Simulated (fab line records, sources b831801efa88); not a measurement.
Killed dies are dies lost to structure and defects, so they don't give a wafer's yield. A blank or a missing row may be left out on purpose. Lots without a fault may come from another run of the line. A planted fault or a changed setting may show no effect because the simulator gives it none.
Chamber matching | flow gf180mcu | GF_V2_CVD_02 on pecvd-04: 3 sister chambers
The step deposits SiO2 from TEOS, target thk 850 nm, time 94.851 s. 18 wafers are shown with their chamber, then 9 later ones without.

WAFERS WITH THEIR CHAMBER
wafer  | chamber | heater_power_outer_w (W) | heater_power_w (W)
L077.1 | 1       | 419                      | 680
L077.2 | 0       | 394                      | 644
L077.6 | 1       | 468                      | 745
L079.3 | 0       | 523                      | 802
L079.4 | 2       | 491                      | 808
L079.6 | 1       | 484                      | 734
L084.1 | 1       | 403                      | 647
L084.2 | 0       | 499                      | 770
L084.6 | 1       | 466                      | 709
L087.1 | 2       | 456                      | 764
L087.4 | 1       | 482                      | 750
L087.6 | 2       | 362                      | 632
L093.2 | 1       | 496                      | 790
L093.5 | 2       | 468                      | 743
L093.6 | 1       | 516                      | 808
L094.1 | 2       | 415                      | 711
L094.5 | 2       | 456                      | 742
L094.6 | 0       | 502                      | 789

SIGNATURES (means of the wafers above)
reading              | chamber 0 | chamber 1 | chamber 2 | scatter within a chamber
heater_power_outer_w | 479.50    | 466.75    | 441.33    | 45.3
heater_power_w       | 751.25    | 732.88    | 733.33    | 59.7
Rule: a wafer's distance from a chamber is the root of the sum, over the readings, of the square of ((its reading less the chamber's mean) divided by the reading's scatter). The wafer belongs to the nearest chamber; if the next one is less than 2 further off, it can't be placed. The scatter: the root of (the sum of the squares of (reading less its chamber's mean) over the shown wafers, divided by (wafers less chambers)).

WAFERS WITHOUT THEIR CHAMBER
wafer  | heater_power_outer_w (W) | heater_power_w (W)
L095.1 | 421                      | 680
L095.2 | 448                      | 750
L095.4 | 465                      | 729
L096.1 | 505                      | 801
L096.3 | 455                      | 739
L096.6 | 483                      | 780
L097.2 | 514                      | 774
L097.3 | 467                      | 738
L097.4 | 477                      | 758

WHICH CHAMBER EACH WENT THROUGH
wafer  | from the rows above          | in truth
L095.1 | can't be placed: 2 or 1 or 0 | 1
L095.2 | can't be placed: 2 or 1 or 0 | 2
L095.4 | can't be placed: 1 or 0 or 2 | 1
L096.1 | can't be placed: 0 or 1 or 2 | 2
L096.3 | can't be placed: 1 or 2 or 0 | 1
L096.6 | can't be placed: 0 or 1 or 2 | 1
L097.2 | can't be placed: 0 or 1 or 2 | 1
L097.3 | can't be placed: 1 or 0 or 2 | 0
L097.4 | can't be placed: 0 or 1 or 2 | 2
Placed correctly: 0 of 9. Can't be placed from these rows: 9 (the true chamber is among the candidates in 9). Placed wrongly: 0.
